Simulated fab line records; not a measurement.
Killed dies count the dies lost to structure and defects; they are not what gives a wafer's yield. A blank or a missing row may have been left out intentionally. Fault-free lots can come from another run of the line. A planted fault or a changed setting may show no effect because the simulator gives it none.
Matching of chambers    flow sky130    rie_diel-04 running SKY_POLY_GATE_ETCH_16: 4 sister chambers
The step etches Si3N4 in CH3F/O2, stops on poly-Si, time 147.5 s, target depth 75 nm. 14 wafers are shown with their chamber, then 7 later ones without.

EACH WAFER AND ITS CHAMBER
wafer   chamber  oes_product_au (a.u.)  throttle_valve_pct (%)
L563.2  2        0.638                  10.534
L563.3  0        0.642                  10.546
L563.4  1        0.634                  10.553
L564.2  1        0.638                  10.533
L564.5  0        0.648                  10.539
L564.6  3        0.643                  10.540
L565.4  0        0.646                  10.535
L565.5  1        0.648                  10.535
L565.6  3        0.648                  10.526
L568.4  0        0.642                  10.545
L568.5  1        0.638                  10.551
L568.6  2        0.640                  10.541
L574.2  0        0.637                  10.533
L574.3  3        0.646                  10.528

SIGNATURES (averages over the wafers above)
reading             chamber 0  chamber 1  chamber 2  chamber 3  scatter within a chamber
oes_product_au      0.64300    0.63950    0.63900    0.64567    0.0044
throttle_valve_pct  10.53960   10.54300   10.53750   10.53133   0.00776
Rule: a wafer's distance from a chamber is the root of the sum, over the readings, of the square of ((its reading less the chamber's mean) divided by the reading's scatter). If the next closest chamber is less than 2 further off than the closest, the wafer can't be placed; otherwise it belongs to the closest. How the scatter is found: for the shown wafers, subtract from each reading the mean of its chamber, square and add these, divide the total by (wafers less chambers), then take the root.

WAFERS MISSING THEIR CHAMBER
wafer   oes_product_au (a.u.)  throttle_valve_pct (%)
L574.5  0.638                  10.545
L576.1  0.648                  10.533
L576.4  0.646                  10.548
L576.5  0.646                  10.518
L579.1  0.639                  10.532
L579.2  0.644                  10.537
L579.4  0.629                  10.523

WHICH CHAMBER EACH ONE RAN IN
wafer   from the rows above                in truth
L574.5  can't be placed: 1 or 2 or 0       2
L576.1  can't be placed: 3 or 0 or 2 or 1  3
L576.4  can't be placed: 0 or 1 or 2 or 3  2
L576.5  can't be placed: 3 or 0 or 2 or 1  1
L579.1  can't be placed: 2 or 0 or 1 or 3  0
L579.2  can't be placed: 0 or 3 or 2 or 1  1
L579.4  can't be placed: 2 or 1 or 0 or 3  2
Correctly placed: 0 of 7. Unplaceable from these rows: 7, with the true chamber sitting among the candidates in 7. Placed wrongly: 0.
